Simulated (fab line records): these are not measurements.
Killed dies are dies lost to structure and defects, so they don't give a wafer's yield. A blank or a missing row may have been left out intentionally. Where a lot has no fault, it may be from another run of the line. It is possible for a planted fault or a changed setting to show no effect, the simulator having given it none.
Struck lot and sound lot, side by side | flow sky130 | 20 out of 708 route steps
Sound: the wafers L616.1, L616.2, L616.3. The struck wafers were L621.1, L621.3, L621.4. The cause is given at the end.
Each step with rows lists, per side, the tool, then ch with its chambers, then its first start. Under that, the readings that differ: sound wafers | struck wafers | difference of the means | sigmas: that difference in standard deviations of wafers without a fault.
alike: a reading whose means differ by less than 2 such deviations, as well as words and numbers matching on both sides. not compared: withheld readings; readings where some wafer has no value; bounds like >300 that might hide an equal value; numbers whose values overlap and for which the record gives no deviation.
Wherever a step has rows on one side only, a row that says differs or no value, or a row with sigmas, the two part there. When numbers do not overlap yet have no deviation, they are printed without sigmas and do not part them. A reading missing from all wafers of one side parts the sides only when that side holds two or more wafers.

first, 1 step without rows for these wafers: SKY_CAP2M_DEVELOP_11 (develop time 60 s).
SKY_CAP2M_OVL_MEAS_12:
  sound on overlay-01, day 46 15:22; struck on overlay-02, day 48 03:52
  alike: CAP2M_OVL
SKY_CAP2M_METAL_ETCH_13: etches TiN in Cl2/BCl3, stops on SiO2, target depth 220 nm, time 62.9 s.
  sound on rie metal-04 ch 0,1, day 46 15:23; struck on rie metal-02 ch 0,1, day 48 03:53
  alike: drypump motor current A, oes product au, throttle valve pct
  not compared: rf hours counter h
SKY_CAP2M_STRIP_14: strips in O2/N2.
  sound on plasma asher-01 ch 0,1, day 46 15:28; struck on plasma asher-03 ch 0,1, day 48 03:58
  alike: drypump motor current A, oes product au, strip time to endpoint s
  not compared: rf hours counter h
then, 8 steps without rows for these wafers: SKY_CAP2M_STRIP_15 (strips in post etch residue remover, time 1200 s); SKY_CAP2M_CLEAN_16 (cleans in IPA, time 180 s); SKY_CAP2M_CLEAN_17 (cleans in O3/DIW); SKY_METAL4_DEHYDRATE_05 (time 60 s); SKY_METAL4_HMDS_06 (prime time 60 s); SKY_METAL4_COAT_07 (resist thk 60 nm); SKY_METAL4_COAT_08 (resist thk 1120 nm); SKY_METAL4_SOFTBAKE_09 (time 90 s).
SKY_METAL4_EXPOSE_10: exposes mask MM4, target cd 300 nm.
  sound on krf scanner-01 ch 0, day 47 03:25; struck on krf scanner-02 ch 0, day 48 13:52
  reading               | sound                | struck               | difference | sigmas
  exposure dose mJ cm2  | 27.891 27.870 27.907 | 27.668 27.643 27.645 | -0.237     | -9
  stage vel mm s (mm/s) | 500.11 500.13 500.55 | 499.93 499.59 499.65 | -0.54      | -2
  alike: mask, reticle temp C
then, 2 steps without rows for these wafers: SKY_METAL4_PEB_11; SKY_METAL4_DEVELOP_12 (develop time 60 s).
SKY_METAL4_CD_MEAS_13 targets a cd of 300 nm.
  sound on cd sem-02, day 47 12:52; struck on cd sem-01, day 49 00:16
  reading    | sound             | struck            | difference | sigmas
  cd nm (nm) | 296.5 297.0 295.6 | 304.5 304.0 302.7 | +7.4       | +5
SKY_METAL4_OVL_MEAS_14:
  sound on overlay-01, day 47 12:59; struck on overlay-02, day 49 00:23
  alike: METAL4_OVL
SKY_METAL4_DESCUM_15: chemistry O2, time 8 s.
  sound on rie metal-01 ch 0,1, day 47 13:01; struck on rie metal-04 ch 0,1, day 49 00:25
  reading                 | sound             | struck            | difference | sigmas
  model.METAL4.cd nm (nm) | 295.8 295.9 295.3 | 303.8 303.9 303.4 | +8.0       |
  alike: drypump motor current A, oes product au
  not compared: rf hours counter h
SKY_METAL4_ETCH_16: etches BARC in N2/H2, stops on SiO2, time 88.2 s, target depth 60 nm.
  sound on rie metal-01 ch 0,1, day 47 13:03; struck on rie metal-04 ch 0,1, day 49 00:27
  alike: drypump motor current A, oes product au, throttle valve pct
  not compared: rf hours counter h
-- the record jumps here: 3 days lie between the struck wafers' starts before and after (it left off in module METAL4 and takes up again in module PAD_OPEN, whose first step shown is number 708 of the route) --
SKY_PAD_OPEN_PROBE_99:
  record: rows for the struck wafers here (prober-02, day 52 02:16), none for the sound ones

## WHERE THEY PART
First at SKY_METAL4_EXPOSE_10; last, within this record, at SKY_PAD_OPEN_PROBE_99.

WHY: whatever the simulator had introduced
Drift in process parameters on krf scanner-02 at SKY_METAL4_EXPOSE_10, starting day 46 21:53. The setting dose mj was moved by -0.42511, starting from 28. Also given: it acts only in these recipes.
